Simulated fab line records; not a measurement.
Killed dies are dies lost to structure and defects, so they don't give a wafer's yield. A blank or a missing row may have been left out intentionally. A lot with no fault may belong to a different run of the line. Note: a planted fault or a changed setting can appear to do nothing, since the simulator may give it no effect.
Chamber matching || flow gf180mcu || rie diel-04 running GF_SAB_ETCH_11: 4 sister chambers
The step etches SiO2 in C4F8/O2/Ar, target depth 55 nm, time 8.5 s. 14 wafers are shown with their chamber, then 7 later ones without.

WAFERS PAIRED WITH THEIR CHAMBERS
{"wafer": "L904.2", "chamber": 2, "oes product au (a.u.)": 0.996}
{"wafer": "L904.5", "chamber": 1, "oes product au (a.u.)": 0.989}
{"wafer": "L904.6", "chamber": 2, "oes product au (a.u.)": 1.002}
{"wafer": "L906.1", "chamber": 3, "oes product au (a.u.)": 0.984}
{"wafer": "L906.2", "chamber": 0, "oes product au (a.u.)": 0.979}
{"wafer": "L906.4", "chamber": 1, "oes product au (a.u.)": 1.002}
{"wafer": "L907.1", "chamber": 1, "oes product au (a.u.)": 1.013}
{"wafer": "L907.3", "chamber": 2, "oes product au (a.u.)": 1.002}
{"wafer": "L907.6", "chamber": 1, "oes product au (a.u.)": 0.999}
{"wafer": "L910.2", "chamber": 0, "oes product au (a.u.)": 0.984}
{"wafer": "L910.4", "chamber": 2, "oes product au (a.u.)": 0.991}
{"wafer": "L910.6", "chamber": 1, "oes product au (a.u.)": 0.993}
{"wafer": "L918.1", "chamber": 0, "oes product au (a.u.)": 0.988}
{"wafer": "L918.2", "chamber": 3, "oes product au (a.u.)": 0.983}

SIGNATURES, as means of the wafers listed above
{"reading": "oes product au", "chamber 0": 0.98367, "chamber 1": 0.99920, "chamber 2": 0.99775, "chamber 3": 0.98350, "scatter within a chamber": 0.00683}
Rule: a wafer lies at a distance from a chamber equal to the root of the sum of squares, over the readings, of (its reading less the chamber's mean, divided by the reading's scatter). The wafer belongs to the nearest chamber; if the next one is less than 2 further off, it can't be placed. The scatter is the square root of a quotient: the sum, over the shown wafers, of each reading's squared deviation from its chamber's mean, divided by wafers minus chambers.

WAFERS WHOSE CHAMBER IS MISSING
{"wafer": "L918.6", "oes product au (a.u.)": 1.003}
{"wafer": "L923.3", "oes product au (a.u.)": 0.997}
{"wafer": "L923.5", "oes product au (a.u.)": 0.982}
{"wafer": "L923.6", "oes product au (a.u.)": 1.000}
{"wafer": "L925.2", "oes product au (a.u.)": 1.005}
{"wafer": "L925.5", "oes product au (a.u.)": 1.007}
{"wafer": "L925.6", "oes product au (a.u.)": 1.002}

EACH ONE'S CHAMBER
{"wafer": "L918.6", "from the rows above": "can't be placed: 1 or 2", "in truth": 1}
{"wafer": "L923.3", "from the rows above": "can't be placed: 2 or 1 or 0 or 3", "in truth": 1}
{"wafer": "L923.5", "from the rows above": "can't be placed: 3 or 0", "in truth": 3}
{"wafer": "L923.6", "from the rows above": "can't be placed: 1 or 2", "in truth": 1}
{"wafer": "L925.2", "from the rows above": "can't be placed: 1 or 2", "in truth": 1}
{"wafer": "L925.5", "from the rows above": "can't be placed: 1 or 2", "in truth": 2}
{"wafer": "L925.6", "from the rows above": "can't be placed: 1 or 2", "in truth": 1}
0 of 7 placed correctly. Not placeable from these rows: 7 (in 7, the candidates include the true chamber). Placed wrongly: 0.
